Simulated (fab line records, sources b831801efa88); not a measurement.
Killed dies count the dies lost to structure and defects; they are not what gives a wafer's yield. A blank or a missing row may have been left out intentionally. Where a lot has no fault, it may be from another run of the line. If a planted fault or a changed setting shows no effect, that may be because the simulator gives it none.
Which tool was responsible? || flow sfqLine || Sampling: 14 lots, 42 wafers, 2 of 325 route steps

## WHAT THE GAUGES READ, wafer by wafer
SFQ_M1_RS_MEAS_909: the measuring method here is four-point-probe. Usual: M1_NB_RS 0.889 ohm/sq, standard deviation 0.012.
{"lot": "L365", "measured": "day 9 12:13", "on": "filmMetro-03", "M1_NB_RS (ohm/sq)": "0.901 0.911 0.905", "flag": ""}
{"lot": "L367", "measured": "day 13 16:06", "on": "filmMetro-01", "M1_NB_RS (ohm/sq)": "0.884 0.870 0.888", "flag": ""}
{"lot": "L368", "measured": "day 14 05:24", "on": "filmMetro-01", "M1_NB_RS (ohm/sq)": "0.885 0.874 0.865", "flag": ""}
{"lot": "L369", "measured": "day 14 12:01", "on": "filmMetro-02", "M1_NB_RS (ohm/sq)": "0.892 0.895 0.890", "flag": ""}
{"lot": "L370", "measured": "day 14 19:49", "on": "filmMetro-02", "M1_NB_RS (ohm/sq)": "0.882 0.884 0.882", "flag": ""}
{"lot": "L371", "measured": "day 15 14:45", "on": "filmMetro-01", "M1_NB_RS (ohm/sq)": "0.882 0.884 0.873", "flag": ""}
{"lot": "L372", "measured": "day 16 01:27", "on": "filmMetro-02", "M1_NB_RS (ohm/sq)": "0.905 0.906 0.896", "flag": ""}
{"lot": "L375", "measured": "day 17 11:40", "on": "filmMetro-02", "M1_NB_RS (ohm/sq)": "0.866 0.877 0.864", "flag": ""}
{"lot": "L376", "measured": "day 17 12:48", "on": "filmMetro-01", "M1_NB_RS (ohm/sq)": "0.893 0.902 0.891", "flag": ""}
{"lot": "L380", "measured": "day 18 17:53", "on": "filmMetro-03", "M1_NB_RS (ohm/sq)": "0.889 0.903 0.886", "flag": ""}
{"lot": "L382", "measured": "day 19 12:54", "on": "filmMetro-01", "M1_NB_RS (ohm/sq)": "0.881 0.875 0.889", "flag": ""}
{"lot": "L384", "measured": "day 19 18:53", "on": "filmMetro-01", "M1_NB_RS (ohm/sq)": "0.893 0.892 0.904", "flag": ""}
{"lot": "L385", "measured": "day 19 23:41", "on": "filmMetro-01", "M1_NB_RS (ohm/sq)": "0.880 0.873 0.885", "flag": ""}
{"lot": "L388", "measured": "day 21 01:02", "on": "filmMetro-01", "M1_NB_RS (ohm/sq)": "0.896 0.892 0.901", "flag": ""}

SFQ_M1_OVL_MEAS_911. Usual: M1_OVL -1 nm, standard deviation 5.5.
{"lot": "L365", "measured": "day 10 05:08", "on": "overlay-01", "M1_OVL (nm)": "3 1 -1", "flag": ""}
{"lot": "L367", "measured": "day 13 18:42", "on": "overlay-01", "M1_OVL (nm)": "-4 -8 -4", "flag": ""}
{"lot": "L368", "measured": "day 14 07:50", "on": "overlay-02", "M1_OVL (nm)": "2 -4 1", "flag": ""}
{"lot": "L369", "measured": "day 14 14:26", "on": "overlay-01", "M1_OVL (nm)": "-1 6 4", "flag": ""}
{"lot": "L370", "measured": "day 14 22:14", "on": "overlay-01", "M1_OVL (nm)": "-3 -12 0", "flag": ""}
{"lot": "L371", "measured": "day 15 19:59", "on": "overlay-02", "M1_OVL (nm)": "-5 -2 0", "flag": ""}
{"lot": "L372", "measured": "day 16 06:16", "on": "overlay-01", "M1_OVL (nm)": "3 8 11", "flag": ""}
{"lot": "L375", "measured": "day 17 14:12", "on": "overlay-01", "M1_OVL (nm)": "8 7 7", "flag": ""}
{"lot": "L376", "measured": "day 17 15:23", "on": "overlay-02", "M1_OVL (nm)": "-9 -5 -5", "flag": ""}
{"lot": "L380", "measured": "day 25 09:53", "on": "overlay-02", "M1_OVL (nm)": "-1 -3 0", "flag": ""}
{"lot": "L382", "measured": "day 26 00:17", "on": "overlay-02", "M1_OVL (nm)": "-4 0 -4", "flag": ""}
{"lot": "L384", "measured": "day 26 07:29", "on": "overlay-01", "M1_OVL (nm)": "-4 -6 -6", "flag": ""}
{"lot": "L385", "measured": "day 26 09:53", "on": "overlay-01", "M1_OVL (nm)": "-3 1 -9", "flag": ""}
{"lot": "L388", "measured": "day 27 07:29", "on": "overlay-02", "M1_OVL (nm)": "4 -8 -1", "flag": ""}

## EACH LOT AND THE TOOL THAT RAN IT (in order: tool; ch and the chambers of the sampled wafers; start)
There is no process step in the record ahead of these readings.

## WHAT THE TOOLS THEMSELVES READ (means of the sampled wafers that have a number; where no wafer has one, the mark that the record gives instead)
The record holds no such reading with a usual standard deviation.

## THE ANSWER, worked out from the rows above alone
Rule: lot off if the mean of its wafers having a number is beyond 3 standard deviations from the usual mean. A lot without any number at a reading at which 4 lots or more have one is off too. All remaining lots with rows at the step are treated as sound. After the gauges, taken in route order, come the tools' own readings; for these a lot's mean is taken, as printed above. The first step at which some lot is off is used, and at that step the reading that is off furthest; a lot without a number counts as furthest.
Across all readings shown, no lot is off: no conclusion can be drawn from this.

## WHAT THE SIMULATOR HAD PUT IN
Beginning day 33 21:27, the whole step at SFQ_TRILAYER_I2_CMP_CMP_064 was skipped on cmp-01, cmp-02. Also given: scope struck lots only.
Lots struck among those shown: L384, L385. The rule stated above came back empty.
